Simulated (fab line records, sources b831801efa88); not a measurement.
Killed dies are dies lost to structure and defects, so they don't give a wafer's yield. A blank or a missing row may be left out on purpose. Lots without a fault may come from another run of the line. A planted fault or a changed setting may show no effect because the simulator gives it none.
Chamber matching | flow sky130 | SKY_CONTACT_CVD_00 on pecvd-02: 3 sister chambers
The step deposits Si3N4, target thk 75 nm. 3 wafers are shown with their chamber, then 8 later ones without.

WAFERS WITH THEIR CHAMBER
wafer  | chamber | heater_power_w (W)
L206.2 | 1       | 882
L208.2 | 0       | 758
L209.2 | 2       | 575

WAFERS WITHOUT THEIR CHAMBER
wafer  | heater_power_w (W)
L209.3 | 704
L209.6 | 579
L212.1 | 625
L212.3 | 771
L212.4 | 689
L216.2 | 759
L216.3 | 650
L216.4 | 816

WHICH CHAMBER EACH WENT THROUGH
wafer  | from the rows above     | in truth
L209.3 | can't be placed: 0 or 2 | 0
L209.6 | 2                       | 2
L212.1 | can't be placed: 2 or 0 | 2
L212.3 | can't be placed: 0 or 1 | 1
L212.4 | can't be placed: 0 or 2 | 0
L216.2 | 0                       | 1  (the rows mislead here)
L216.3 | can't be placed: 2 or 0 | 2
L216.4 | can't be placed: 0 or 1 | 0
Placed correctly: 1 of 8. Can't be placed from these rows: 6 (the true chamber is among the candidates in 6). Placed wrongly: 1.
How it was worked out, from the rows above alone: a wafer's distance from a chamber is the root of the sum, over the readings, of the square of ((its reading less the chamber's mean) divided by the reading's scatter). The wafer belongs to the nearest chamber; if the next one is less than 2 further off, it can't be placed. A chamber's mean is the mean of its shown wafers. The scatter: with one shown wafer a chamber, the root of the mean of the squares of how far each hidden wafer lies from its nearest shown one.
